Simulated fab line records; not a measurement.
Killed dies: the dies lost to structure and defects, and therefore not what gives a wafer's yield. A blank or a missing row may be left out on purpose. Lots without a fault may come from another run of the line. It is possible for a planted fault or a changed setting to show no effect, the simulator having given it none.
fab line records || flow sky130 || part 2 of 2: steps 28 to 36 of 36
[record] {"lots": 5, "wafers": 15, "last_day": 49}
route steps=708 shown LI_CONTACT@373 LOCAL_INTERCONNECT@387 CONTACT@406
lots with no fault: from the same line, run without faults
start_h: hours from the record's opening day to when the first of the lot's shown wafers began || wait_h: hours elapsed since this lot's preceding step || " same as the row above || L1.1+2: several wafers, shown together as one row || - either no value or no given start || * or withheld: withheld || < > ~ a bound
route shown NAME@n: NAME is a module with steps in the file, n the number in the route of the first one || usual: mean/standard deviation of fault-free wafers || same: alike in all rows || chamber/n: place in a boat || sites: the reading at each site || _std_site: the values' standard deviation || _edge_site: mean of outer sites minus mean of inner sites || radius_mm: how far each site lies from the wafer's centre || mask NAME#n: copy n || behind: the last tool/chamber to shape the wafer || hold: why the lot went on hold/how many hours it stayed there/how the hold came to an end || device: names the non-switching transistor (n, p or np) || end of line: tests run on the same wafers once the route is complete || a step with no rows: only its recipe || killed: dies that structure and defects cost at the first sort, which is not the same as the wafer's yield || map: a wafer's dies, marking killed ones x, the rest . and places with no die _
set.NAME: the run value of the setting; set.NAME@STEP: its run value at that earlier step || model.NAME: the simulator's own value behind a step, which no gauge read
lots seen at some steps along the route; tables by step, rows by wafer
services: the hour from which a tool's chamber was out of use, counted from the record's first day as start_h (under 0 if before that day), plus the number of hours and why
[[steps]]
[step SKY_LOCAL_INTERCONNECT_ETCH_13]
[recipe] {"chemistry": "N2/H2", "target": "BARC", "ion_energy_ev": 200, "bias_w": 100, "pressure_mtorr": 30, "n2_flow_sccm": 100, "h2_flow_sccm": 200, "icp_w": 500, "stop_on": "SiO2", "time_s": 45.9, "target_depth_a": 600}
[usual] {"bias_w": "100.0/0.3", "drypump_motor_current_A": "5.8/0.54", "n2_flow_sccm": "99.96/0.26", "oes_product_au": "0.854/0.0046", "throttle_valve_pct": "13.225/0.01"}
{"lot.wafer": "L079.3", "tool": "rie_metal-04", "chamber": 1, "start_h": 755.98, "wait_h": 0.0, "bias_w": 99.7, "drypump_motor_current_A": 6.1, "n2_flow_sccm": 99.82, "oes_product_au": 0.860, "rf_hours_counter_h": "-", "throttle_valve_pct": 13.233}
{"lot.wafer": "L079.4", "tool": "rie_metal-04", "chamber": 0, "start_h": 755.98, "wait_h": 0.0, "bias_w": 100.4, "drypump_motor_current_A": 5.0, "n2_flow_sccm": 100.22, "oes_product_au": 0.861, "rf_hours_counter_h": "-", "throttle_valve_pct": 13.235}
{"lot.wafer": "L079.5", "tool": "rie_metal-04", "chamber": 0, "start_h": 755.98, "wait_h": 0.0, "bias_w": 100.0, "drypump_motor_current_A": 5.0, "n2_flow_sccm": 100.16, "oes_product_au": 0.860, "rf_hours_counter_h": "-", "throttle_valve_pct": 13.230}
{"lot.wafer": "L080.2", "tool": "rie_metal-02", "chamber": 0, "start_h": 757.45, "wait_h": 0.0, "bias_w": 99.8, "drypump_motor_current_A": 5.6, "n2_flow_sccm": 99.88, "oes_product_au": 0.857, "rf_hours_counter_h": 8, "throttle_valve_pct": 13.218}
{"lot.wafer": "L080.4", "tool": "rie_metal-02", "chamber": 1, "start_h": 757.45, "wait_h": 0.0, "bias_w": 99.6, "drypump_motor_current_A": 5.2, "n2_flow_sccm": 100.07, "oes_product_au": 0.855, "rf_hours_counter_h": "-", "throttle_valve_pct": 13.220}
{"lot.wafer": "L080.6", "tool": "rie_metal-02", "chamber": 1, "start_h": 757.45, "wait_h": 0.0, "bias_w": 99.7, "drypump_motor_current_A": 5.2, "n2_flow_sccm": 99.91, "oes_product_au": 0.862, "rf_hours_counter_h": "-", "throttle_valve_pct": 13.231}
{"lot.wafer": "L087.2", "tool": "rie_metal-04", "chamber": 0, "start_h": 805.06, "wait_h": 0.0, "bias_w": 100.3, "drypump_motor_current_A": 5.0, "n2_flow_sccm": 99.95, "oes_product_au": 0.846, "rf_hours_counter_h": 14, "throttle_valve_pct": 13.219}
{"lot.wafer": "L087.3", "tool": "rie_metal-04", "chamber": 0, "start_h": 805.06, "wait_h": 0.0, "bias_w": 100.3, "drypump_motor_current_A": 5.0, "n2_flow_sccm": 100.56, "oes_product_au": 0.857, "rf_hours_counter_h": "-", "throttle_valve_pct": 13.230}
{"lot.wafer": "L087.6", "tool": "rie_metal-04", "chamber": 0, "start_h": 805.06, "wait_h": 0.0, "bias_w": 100.7, "drypump_motor_current_A": 5.0, "n2_flow_sccm": 100.36, "oes_product_au": 0.855, "rf_hours_counter_h": "-", "throttle_valve_pct": 13.217}
{"lot.wafer": "L089.1", "tool": "rie_metal-01", "chamber": 0, "start_h": 819.53, "wait_h": 0.0, "bias_w": 100.0, "drypump_motor_current_A": 6.4, "n2_flow_sccm": 99.98, "oes_product_au": 0.862, "rf_hours_counter_h": 15, "throttle_valve_pct": 13.229}
{"lot.wafer": "L089.4", "tool": "rie_metal-01", "chamber": 0, "start_h": 819.53, "wait_h": 0.0, "bias_w": 100.3, "drypump_motor_current_A": 6.4, "n2_flow_sccm": 99.89, "oes_product_au": 0.847, "rf_hours_counter_h": "-", "throttle_valve_pct": 13.223}
{"lot.wafer": "L089.5", "tool": "rie_metal-01", "chamber": 0, "start_h": 819.53, "wait_h": 0.0, "bias_w": 100.3, "drypump_motor_current_A": 6.4, "n2_flow_sccm": 99.92, "oes_product_au": 0.846, "rf_hours_counter_h": "-", "throttle_valve_pct": 13.221}
{"lot.wafer": "L094.3", "tool": "rie_metal-02", "chamber": 0, "start_h": 851.37, "wait_h": 0.0, "bias_w": 100.1, "drypump_motor_current_A": 5.6, "n2_flow_sccm": 100.09, "oes_product_au": 0.855, "rf_hours_counter_h": "-", "throttle_valve_pct": 13.236}
{"lot.wafer": "L094.5", "tool": "rie_metal-02", "chamber": 0, "start_h": 851.37, "wait_h": 0.0, "bias_w": 100.1, "drypump_motor_current_A": 5.6, "n2_flow_sccm": 100.15, "oes_product_au": 0.855, "rf_hours_counter_h": "-", "throttle_valve_pct": 13.216}
{"lot.wafer": "L094.6", "tool": "rie_metal-02", "chamber": 1, "start_h": 851.37, "wait_h": 0.0, "bias_w": 99.9, "drypump_motor_current_A": 5.2, "n2_flow_sccm": 100.11, "oes_product_au": 0.856, "rf_hours_counter_h": "-", "throttle_valve_pct": 13.229}
[step SKY_LOCAL_INTERCONNECT_METAL_ETCH_14]
[recipe] {"target_depth_nm": 110, "stop_on": "PSG", "chemistry": "Cl2/BCl3", "target": "TiN", "resist_sidewall_deg": 88, "pressure_mtorr": 10, "icp_w": 900, "bias_w": 48.5, "Cl2_flow_sccm": 60, "bcl3_flow_sccm": 30, "time_s": 31.4}
[usual] {"bias_w": "48.52/0.13", "drypump_motor_current_A": "5.8/0.54", "oes_product_au": "0.943/0.0088", "throttle_valve_pct": "21.899/0.011"}
{"lot.wafer": "L079.3", "tool": "rie_metal-04", "chamber": 1, "start_h": 756.03, "wait_h": 0.0, "bias_w": 48.38, "drypump_motor_current_A": 6.0, "oes_product_au": 0.947, "rf_hours_counter_h": "-", "throttle_valve_pct": 21.899}
{"lot.wafer": "L079.4", "tool": "rie_metal-04", "chamber": 0, "start_h": 756.03, "wait_h": 0.0, "bias_w": 48.41, "drypump_motor_current_A": 5.0, "oes_product_au": 0.950, "rf_hours_counter_h": "-", "throttle_valve_pct": 21.916}
{"lot.wafer": "L079.5", "tool": "rie_metal-04", "chamber": 0, "start_h": 756.03, "wait_h": 0.0, "bias_w": 48.57, "drypump_motor_current_A": 5.0, "oes_product_au": 0.948, "rf_hours_counter_h": "-", "throttle_valve_pct": 21.900}
{"lot.wafer": "L080.2", "tool": "rie_metal-02", "chamber": 0, "start_h": 757.51, "wait_h": 0.0, "bias_w": 48.50, "drypump_motor_current_A": 5.6, "oes_product_au": 0.952, "rf_hours_counter_h": 8, "throttle_valve_pct": 21.896}
{"lot.wafer": "L080.4", "tool": "rie_metal-02", "chamber": 1, "start_h": 757.51, "wait_h": 0.0, "bias_w": 48.81, "drypump_motor_current_A": 5.2, "oes_product_au": 0.949, "rf_hours_counter_h": "-", "throttle_valve_pct": 21.882}
{"lot.wafer": "L080.6", "tool": "rie_metal-02", "chamber": 1, "start_h": 757.51, "wait_h": 0.0, "bias_w": 48.67, "drypump_motor_current_A": 5.2, "oes_product_au": 0.954, "rf_hours_counter_h": "-", "throttle_valve_pct": 21.889}
{"lot.wafer": "L087.2", "tool": "rie_metal-04", "chamber": 0, "start_h": 805.13, "wait_h": 0.0, "bias_w": 48.50, "drypump_motor_current_A": 5.0, "oes_product_au": 0.935, "rf_hours_counter_h": 14, "throttle_valve_pct": 21.893}
{"lot.wafer": "L087.3", "tool": "rie_metal-04", "chamber": 0, "start_h": 805.13, "wait_h": 0.0, "bias_w": 48.39, "drypump_motor_current_A": 5.0, "oes_product_au": 0.941, "rf_hours_counter_h": "-", "throttle_valve_pct": 21.907}
{"lot.wafer": "L087.6", "tool": "rie_metal-04", "chamber": 0, "start_h": 805.13, "wait_h": 0.0, "bias_w": 48.33, "drypump_motor_current_A": 5.0, "oes_product_au": 0.949, "rf_hours_counter_h": "-", "throttle_valve_pct": 21.897}
{"lot.wafer": "L089.1", "tool": "rie_metal-01", "chamber": 0, "start_h": 819.59, "wait_h": 0.0, "bias_w": 48.27, "drypump_motor_current_A": 6.4, "oes_product_au": 0.943, "rf_hours_counter_h": 15, "throttle_valve_pct": 21.896}
{"lot.wafer": "L089.4", "tool": "rie_metal-01", "chamber": 0, "start_h": 819.59, "wait_h": 0.0, "bias_w": 48.34, "drypump_motor_current_A": 6.4, "oes_product_au": 0.951, "rf_hours_counter_h": "-", "throttle_valve_pct": 21.895}
{"lot.wafer": "L089.5", "tool": "rie_metal-01", "chamber": 0, "start_h": 819.59, "wait_h": 0.0, "bias_w": 48.40, "drypump_motor_current_A": 6.3, "oes_product_au": 0.944, "rf_hours_counter_h": "-", "throttle_valve_pct": 21.878}
{"lot.wafer": "L094.3", "tool": "rie_metal-02", "chamber": 0, "start_h": 851.43, "wait_h": 0.0, "bias_w": 48.58, "drypump_motor_current_A": 5.6, "oes_product_au": 0.936, "rf_hours_counter_h": "-", "throttle_valve_pct": 21.890}
{"lot.wafer": "L094.5", "tool": "rie_metal-02", "chamber": 0, "start_h": 851.43, "wait_h": 0.0, "bias_w": 48.50, "drypump_motor_current_A": 5.6, "oes_product_au": 0.934, "rf_hours_counter_h": "-", "throttle_valve_pct": 21.903}
{"lot.wafer": "L094.6", "tool": "rie_metal-02", "chamber": 1, "start_h": 851.43, "wait_h": 0.0, "bias_w": 48.45, "drypump_motor_current_A": 5.2, "oes_product_au": 0.938, "rf_hours_counter_h": "-", "throttle_valve_pct": 21.912}
[step SKY_LOCAL_INTERCONNECT_STRIP_15]
[recipe] {"chemistry": "O2/N2", "power_w": 1400, "pressure_mtorr": 1500, "platen_temp_c": "withheld", "o2_flow_sccm": 3000, "n2_flow_sccm": 300, "overash_fraction": 0.5}
[usual] {"drypump_motor_current_A": "5.5/0.5", "n2_flow_sccm": "300.0/0.94", "oes_product_au": "0.427/0.0048", "strip_time_to_endpoint_s": "4.735/0.021"}
{"lot.wafer": "L079.3", "tool": "plasma_asher-02", "chamber": 0, "start_h": 756.10, "wait_h": 0.1, "drypump_motor_current_A": 6.4, "n2_flow_sccm": 300.7, "oes_product_au": 0.419, "rf_hours_counter_h": "-", "strip_time_to_endpoint_s": 4.747}
{"lot.wafer": "L079.4", "tool": "plasma_asher-02", "chamber": 1, "start_h": 756.10, "wait_h": 0.1, "drypump_motor_current_A": 6.0, "n2_flow_sccm": 299.9, "oes_product_au": 0.434, "rf_hours_counter_h": "-", "strip_time_to_endpoint_s": 4.754}
{"lot.wafer": "L079.5", "tool": "plasma_asher-02", "chamber": 1, "start_h": 756.10, "wait_h": 0.1, "drypump_motor_current_A": 5.9, "n2_flow_sccm": 299.9, "oes_product_au": 0.428, "rf_hours_counter_h": "-", "strip_time_to_endpoint_s": 4.758}
{"lot.wafer": "L080.2", "tool": "plasma_asher-03", "chamber": 0, "start_h": 757.56, "wait_h": 0.0, "drypump_motor_current_A": 5.4, "n2_flow_sccm": 300.0, "oes_product_au": 0.428, "rf_hours_counter_h": 1, "strip_time_to_endpoint_s": 4.722}
{"lot.wafer": "L080.4", "tool": "plasma_asher-03", "chamber": 0, "start_h": 757.56, "wait_h": 0.0, "drypump_motor_current_A": 5.4, "n2_flow_sccm": 300.4, "oes_product_au": 0.425, "rf_hours_counter_h": "-", "strip_time_to_endpoint_s": 4.706}
{"lot.wafer": "L080.6", "tool": "plasma_asher-03", "chamber": 0, "start_h": 757.56, "wait_h": 0.0, "drypump_motor_current_A": 5.4, "n2_flow_sccm": 300.0, "oes_product_au": 0.419, "rf_hours_counter_h": "-", "strip_time_to_endpoint_s": 4.699}
{"lot.wafer": "L087.2", "tool": "plasma_asher-04", "chamber": 1, "start_h": 805.18, "wait_h": 0.0, "drypump_motor_current_A": 5.8, "n2_flow_sccm": 300.4, "oes_product_au": 0.429, "rf_hours_counter_h": 37, "strip_time_to_endpoint_s": 4.764}
{"lot.wafer": "L087.3", "tool": "plasma_asher-04", "chamber": 0, "start_h": 805.18, "wait_h": 0.0, "drypump_motor_current_A": 4.7, "n2_flow_sccm": 301.6, "oes_product_au": 0.422, "rf_hours_counter_h": "-", "strip_time_to_endpoint_s": 4.741}
{"lot.wafer": "L087.6", "tool": "plasma_asher-04", "chamber": 0, "start_h": 805.18, "wait_h": 0.0, "drypump_motor_current_A": 4.7, "n2_flow_sccm": 299.2, "oes_product_au": 0.433, "rf_hours_counter_h": "-", "strip_time_to_endpoint_s": 4.740}
{"lot.wafer": "L089.1", "tool": "plasma_asher-03", "chamber": 0, "start_h": 819.64, "wait_h": 0.0, "drypump_motor_current_A": 5.4, "n2_flow_sccm": 297.9, "oes_product_au": 0.433, "rf_hours_counter_h": 7, "strip_time_to_endpoint_s": 4.711}
{"lot.wafer": "L089.4", "tool": "plasma_asher-03", "chamber": 0, "start_h": 819.64, "wait_h": 0.0, "drypump_motor_current_A": 5.4, "n2_flow_sccm": 299.2, "oes_product_au": 0.430, "rf_hours_counter_h": "-", "strip_time_to_endpoint_s": 4.676}
{"lot.wafer": "L089.5", "tool": "plasma_asher-03", "chamber": 0, "start_h": 819.64, "wait_h": 0.0, "drypump_motor_current_A": 5.4, "n2_flow_sccm": 299.7, "oes_product_au": 0.430, "rf_hours_counter_h": "-", "strip_time_to_endpoint_s": 4.707}
{"lot.wafer": "L094.3", "tool": "plasma_asher-03", "chamber": 1, "start_h": 851.49, "wait_h": 0.1, "drypump_motor_current_A": 5.4, "n2_flow_sccm": 298.6, "oes_product_au": 0.423, "rf_hours_counter_h": "-", "strip_time_to_endpoint_s": 4.766}
{"lot.wafer": "L094.5", "tool": "plasma_asher-03", "chamber": 1, "start_h": 851.49, "wait_h": 0.1, "drypump_motor_current_A": 5.4, "n2_flow_sccm": 298.8, "oes_product_au": 0.438, "rf_hours_counter_h": "-", "strip_time_to_endpoint_s": 4.717}
{"lot.wafer": "L094.6", "tool": "plasma_asher-03", "chamber": 0, "start_h": 851.49, "wait_h": 0.1, "drypump_motor_current_A": 5.4, "n2_flow_sccm": 301.0, "oes_product_au": 0.421, "rf_hours_counter_h": "-", "strip_time_to_endpoint_s": 4.715}
[step SKY_LOCAL_INTERCONNECT_STRIP_16]
[recipe] {"chemistry": "post_etch_residue_remover", "time_s": 1200, "temp_c": 72.5}
{"lot.wafer": "L079.3+4+5", "tool": "wet_bench-03", "chamber": 2, "start_h": 756.17, "wait_h": 0.0}
{"lot.wafer": "L080.2+4+6", "tool": "wet_bench-04", "chamber": 3, "start_h": 757.66, "wait_h": 0.1}
{"lot.wafer": "L087.2+3+6", "tool": "wet_bench-03", "chamber": 0, "start_h": 805.28, "wait_h": 0.1}
{"lot.wafer": "L089.1+4+5", "tool": "wet_bench-02", "chamber": 2, "start_h": 819.74, "wait_h": 0.1}
{"lot.wafer": "L094.3+5+6", "tool": "wet_bench-04", "chamber": 0, "start_h": 851.56, "wait_h": 0.0}
[step SKY_LOCAL_INTERCONNECT_CLEAN_17]
[recipe] {"chemistry": "IPA", "time_s": 180, "temp_c": 25}
{"lot.wafer": "L079.3+4+5", "tool": "wet_bench-04", "chamber": 0, "start_h": 756.51, "wait_h": 0.0}
{"lot.wafer": "L080.2+4+6", "tool": "wet_bench-02", "chamber": 0, "start_h": 758.00, "wait_h": 0.0}
{"lot.wafer": "L087.2+3+6", "tool": "wet_bench-04", "chamber": 0, "start_h": 805.62, "wait_h": 0.0}
{"lot.wafer": "L089.1+4+5", "tool": "wet_bench-03", "chamber": 3, "start_h": 820.08, "wait_h": 0.0}
{"lot.wafer": "L094.3+5+6", "tool": "wet_bench-02", "chamber": 0, "start_h": 851.90, "wait_h": 0.0}
[step SKY_LOCAL_INTERCONNECT_CLEAN_18]
[recipe] {"chemistry": "O3/DIW", "dry": "n2_spin"}
{"lot.wafer": "L079.3+4+5", "tool": "wet_bench-02", "chamber": 2, "start_h": 756.57, "wait_h": 0.0}
{"lot.wafer": "L080.2+4+6", "tool": "wet_bench-03", "chamber": 0, "start_h": 758.06, "wait_h": 0.0}
{"lot.wafer": "L087.2+3+6", "tool": "wet_bench-03", "chamber": 0, "start_h": 805.68, "wait_h": 0.0}
{"lot.wafer": "L089.1+4+5", "tool": "wet_bench-02", "chamber": 1, "start_h": 820.14, "wait_h": 0.0}
{"lot.wafer": "L094.3+5+6", "tool": "wet_bench-04", "chamber": 1, "start_h": 851.96, "wait_h": 0.0}
[step SKY_CONTACT_CVD_00]
[recipe] {"material": "Si3N4", "target_thk_nm": 75, "temp_c": 400, "time_s": "withheld", "rf_w": 450}
[usual] {"heater_power_w": "689/110"}
{"lot.wafer": "L079.3", "tool": "pecvd-03", "chamber": 0, "start_h": 756.66, "wait_h": 0.0, "heater_power_w": 606}
{"lot.wafer": "L079.4", "tool": "pecvd-03", "chamber": 2, "start_h": 756.66, "wait_h": 0.0, "heater_power_w": 697}
{"lot.wafer": "L079.5", "tool": "pecvd-03", "chamber": 0, "start_h": 756.66, "wait_h": 0.0, "heater_power_w": 621}
{"lot.wafer": "L080.2", "tool": "pecvd-02", "chamber": 2, "start_h": 758.15, "wait_h": 0.0, "heater_power_w": 633}
{"lot.wafer": "L080.4", "tool": "pecvd-02", "chamber": 0, "start_h": 758.15, "wait_h": 0.0, "heater_power_w": 930}
{"lot.wafer": "L080.6", "tool": "pecvd-02", "chamber": 0, "start_h": 758.15, "wait_h": 0.0, "heater_power_w": 959}
{"lot.wafer": "L087.2", "tool": "pecvd-03", "chamber": 2, "start_h": 805.77, "wait_h": 0.0, "heater_power_w": 734}
{"lot.wafer": "L087.3", "tool": "pecvd-03", "chamber": 0, "start_h": 805.77, "wait_h": 0.0, "heater_power_w": 554}
{"lot.wafer": "L087.6", "tool": "pecvd-03", "chamber": 1, "start_h": 805.77, "wait_h": 0.0, "heater_power_w": 695}
{"lot.wafer": "L089.1", "tool": "pecvd-03", "chamber": 2, "start_h": 820.23, "wait_h": 0.0, "heater_power_w": 762}
{"lot.wafer": "L089.4", "tool": "pecvd-03", "chamber": 1, "start_h": 820.23, "wait_h": 0.0, "heater_power_w": 698}
{"lot.wafer": "L089.5", "tool": "pecvd-03", "chamber": 0, "start_h": 820.23, "wait_h": 0.0, "heater_power_w": 681}
{"lot.wafer": "L094.3", "tool": "pecvd-01", "chamber": 1, "start_h": 852.05, "wait_h": 0.0, "heater_power_w": 507}
{"lot.wafer": "L094.5", "tool": "pecvd-01", "chamber": 0, "start_h": 852.05, "wait_h": 0.0, "heater_power_w": 658}
{"lot.wafer": "L094.6", "tool": "pecvd-01", "chamber": 2, "start_h": 852.05, "wait_h": 0.0, "heater_power_w": 798}
[step SKY_CONTACT_THK_MEAS_01]
[recipe] {"reads": "Si3N4_of_CONTACT_CVD_00"}
[usual] {"CONTACT_CVD_00_THK": "74.9/1"}
{"lot.wafer": "L079.3", "tool": "film_metro-01", "chamber": "-", "start_h": 756.71, "wait_h": "-", "CONTACT_CVD_00_THK[nm]": 74.0}
{"lot.wafer": "L079.4", "tool": "film_metro-01", "chamber": "-", "start_h": 756.71, "wait_h": "-", "CONTACT_CVD_00_THK[nm]": 76.0}
{"lot.wafer": "L079.5", "tool": "film_metro-01", "chamber": "-", "start_h": 756.71, "wait_h": "-", "CONTACT_CVD_00_THK[nm]": 74.8}
{"lot.wafer": "L080.2", "tool": "film_metro-01", "chamber": "-", "start_h": 758.21, "wait_h": "-", "CONTACT_CVD_00_THK[nm]": 73.3}
{"lot.wafer": "L080.4", "tool": "film_metro-01", "chamber": "-", "start_h": 758.21, "wait_h": "-", "CONTACT_CVD_00_THK[nm]": 75.0}
{"lot.wafer": "L080.6", "tool": "film_metro-01", "chamber": "-", "start_h": 758.21, "wait_h": "-", "CONTACT_CVD_00_THK[nm]": 74.8}
{"lot.wafer": "L087.2", "tool": "film_metro-04", "chamber": "-", "start_h": 805.81, "wait_h": "-", "CONTACT_CVD_00_THK[nm]": 74.9}
{"lot.wafer": "L087.3", "tool": "film_metro-04", "chamber": "-", "start_h": 805.81, "wait_h": "-", "CONTACT_CVD_00_THK[nm]": 75.1}
{"lot.wafer": "L087.6", "tool": "film_metro-04", "chamber": "-", "start_h": 805.81, "wait_h": "-", "CONTACT_CVD_00_THK[nm]": 75.7}
{"lot.wafer": "L089.1", "tool": "film_metro-03", "chamber": "-", "start_h": 820.27, "wait_h": "-", "CONTACT_CVD_00_THK[nm]": 74.2}
{"lot.wafer": "L089.4", "tool": "film_metro-03", "chamber": "-", "start_h": 820.27, "wait_h": "-", "CONTACT_CVD_00_THK[nm]": 74.6}
{"lot.wafer": "L089.5", "tool": "film_metro-03", "chamber": "-", "start_h": 820.27, "wait_h": "-", "CONTACT_CVD_00_THK[nm]": 75.0}
{"lot.wafer": "L094.3", "tool": "film_metro-03", "chamber": "-", "start_h": 852.11, "wait_h": "-", "CONTACT_CVD_00_THK[nm]": 73.7}
{"lot.wafer": "L094.5", "tool": "film_metro-03", "chamber": "-", "start_h": 852.11, "wait_h": "-", "CONTACT_CVD_00_THK[nm]": 75.8}
{"lot.wafer": "L094.6", "tool": "film_metro-03", "chamber": "-", "start_h": 852.11, "wait_h": "-", "CONTACT_CVD_00_THK[nm]": 76.0}
[step SKY_CONTACT_HDPCVD_02]
[recipe] {"material": "SiO2", "target_thk_nm": 565, "sigma_open_frac": 0.3, "time_s": 94.2, "temp_c": 600, "sih4_flow_sccm": 60, "pressure_mtorr": 6}
{"lot.wafer": "L079.3+4+5", "tool": "hdpcvd-01", "chamber": "2,1,0", "start_h": 756.75, "wait_h": 0.0}
{"lot.wafer": "L080.2+4+6", "tool": "hdpcvd-02", "chamber": "1,2,1", "start_h": 758.26, "wait_h": 0.0}
{"lot.wafer": "L087.2+3+6", "tool": "hdpcvd-02", "chamber": "0,1,2", "start_h": 805.86, "wait_h": 0.0}
{"lot.wafer": "L089.1+4+5", "tool": "hdpcvd-01", "chamber": "1,0,1", "start_h": 820.33, "wait_h": 0.1}
{"lot.wafer": "L094.3+5+6", "tool": "hdpcvd-02", "chamber": "2,0,2", "start_h": 852.15, "wait_h": 0.0}
[[services]]
{"tool": "rie_metal-04", "chamber": 0, "start_h": 706.46, "hours": 8.0, "kind": "repair"}
{"tool": "pvd_sputter-02", "chamber": "-", "start_h": 707.10, "hours": 13.6, "kind": "repair"}
{"tool": "pvd_sputter-03", "chamber": "-", "start_h": 708.75, "hours": 5.9, "kind": "repair"}
{"tool": "hdpcvd-01", "chamber": "-", "start_h": 711.04, "hours": 0.5, "kind": "repair"}
{"tool": "rie_diel-02", "chamber": 3, "start_h": 711.23, "hours": 24.4, "kind": "repair"}
{"tool": "rie_metal-01", "chamber": "-", "start_h": 711.29, "hours": 11.8, "kind": "repair"}
{"tool": "cmp-02", "chamber": "-", "start_h": 716.53, "hours": 3.1, "kind": "repair"}
{"tool": "cmp-02", "chamber": "-", "start_h": 723.98, "hours": 4.2, "kind": "pm"}
{"tool": "plasma_asher-03", "chamber": "-", "start_h": 733.75, "hours": 9.0, "kind": "pm"}
{"tool": "rie_diel-03", "chamber": 3, "start_h": 750.12, "hours": 13.1, "kind": "repair"}
{"tool": "krf_scanner-02", "chamber": "-", "start_h": 753.81, "hours": 1.3, "kind": "pm"}
{"tool": "pvd_sputter-03", "chamber": "-", "start_h": 766.60, "hours": 3.1, "kind": "repair"}
{"tool": "rie_diel-03", "chamber": 2, "start_h": 769.49, "hours": 6.9, "kind": "repair"}
{"tool": "krf_scanner-02", "chamber": "-", "start_h": 774.33, "hours": 0.8, "kind": "pm"}
{"tool": "hdpcvd-02", "chamber": "-", "start_h": 779.04, "hours": 14.6, "kind": "pm"}
{"tool": "rie_diel-03", "chamber": "-", "start_h": 793.43, "hours": 4.3, "kind": "pm"}
{"tool": "rie_diel-01", "chamber": "-", "start_h": 794.66, "hours": 0.3, "kind": "repair"}
{"tool": "pecvd-03", "chamber": "-", "start_h": 797.32, "hours": 1.5, "kind": "repair"}
{"tool": "rie_diel-01", "chamber": 0, "start_h": 804.37, "hours": 5.6, "kind": "repair"}
{"tool": "rie_diel-03", "chamber": "-", "start_h": 808.04, "hours": 0.5, "kind": "repair"}
{"tool": "krf_scanner-02", "chamber": "-", "start_h": 810.15, "hours": 1.0, "kind": "pm"}
{"tool": "cmp-02", "chamber": "-", "start_h": 818.48, "hours": 1.7, "kind": "repair"}
{"tool": "pecvd-03", "chamber": "-", "start_h": 825.06, "hours": 0.8, "kind": "repair"}
{"tool": "rie_diel-01", "chamber": 0, "start_h": 831.12, "hours": 6.0, "kind": "repair"}
